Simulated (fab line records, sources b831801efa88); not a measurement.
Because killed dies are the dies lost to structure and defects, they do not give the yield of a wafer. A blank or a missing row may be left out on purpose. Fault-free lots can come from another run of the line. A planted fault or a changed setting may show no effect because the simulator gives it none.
The same fault as seen by 2 desks / flow sfq-line / what lay behind the numbers comes last; until then each desk has only its own

== THE METROLOGY DESK ==
Lot by lot, what the gauges showed, no matter which tool ran the lot: averages of those sampled wafers that carry a number. A lot is out of limits, marked OUT, if its mean lies more than 4 standard deviations from the usual mean; the brackets give that distance.
Columns: A = M3_NB_RS at SFQ_M3_RS_MEAS_919, usual 0.887 ohm/sq
lot=L749; first seen here=day 30 04:16; A=0.897
lot=L750; first seen here=day 30 19:52; A=0.873
lot=L751; first seen here=day 31 06:46; A=0.894
lot=L752; first seen here=day 31 09:10; A=0.882
lot=L753; first seen here=day 32 04:32; A=0.904
lot=L755; first seen here=day 33 04:22; A=0.883
lot=L756; first seen here=day 33 19:56; A=0.880
lot=L757; first seen here=day 33 23:34; A=0.885
lot=L758; first seen here=day 34 18:52; A=0.889
lot=L759; first seen here=day 35 08:05; A=0.887
lot=L767; first seen here=day 37 17:30; A=1.160 (+23) OUT
lot=L770; first seen here=day 38 01:53; A=0.898
lot=L771; first seen here=day 38 14:35; A=0.897
This desk's result: L767 out of limits, first on L767 (M3_NB_RS at SFQ_M3_RS_MEAS_919), day 37 17:30. L749, L750, L751, L752, L753, L755, L756, L757, L758, L759, L770, L771 stayed within limits.

== DESK OF THE TOOL OWNER: pvd-sputter-06 ==
The tool's own readings at SFQ_TRILAYER_M3_DEP_SPUTTER_073 (material Nb, target thk 200 nm, time 133.3 s): means of the sampled wafers that have a number, for each lot that ran on this tool. A lot is out of limits, marked OUT, if its mean lies more than 4 standard deviations from the usual mean; the brackets give that distance.
Columns: A = throttle-valve-pct at SFQ_TRILAYER_M3_DEP_SPUTTER_073, usual 29.5 %
lot=L753; first seen here=day 32 04:27; A=29.7
lot=L755; first seen here=day 33 04:15; A=29.6
lot=L756; first seen here=day 33 19:51; A=29.6
lot=L758; first seen here=day 34 18:47; A=30.1
lot=L759; first seen here=day 35 07:59; A=29.9
lot=L767; first seen here=day 37 17:23; A=29.9
This desk's verdict: no lot among the 6 shows anything out of limits.

== BROUGHT TOGETHER ==
On L767, the metrology desk was in a position to raise an alarm at day 37 17:30.
The tool owner's desk saw nothing out of limits.
The tool owner's desk has L767 on record, within its limits.
Every lot named ran SFQ_TRILAYER_M3_DEP_SPUTTER_073 on pvd-sputter-06.

== WHAT HAD BEEN PUT IN BY THE SIMULATOR ==
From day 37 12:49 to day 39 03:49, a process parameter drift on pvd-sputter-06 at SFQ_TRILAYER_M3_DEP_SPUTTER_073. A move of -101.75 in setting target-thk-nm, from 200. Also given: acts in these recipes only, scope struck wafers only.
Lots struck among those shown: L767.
Per desk, hours elapsed from the start of the fault to the first reading out of limits: for the metrology desk, 5.
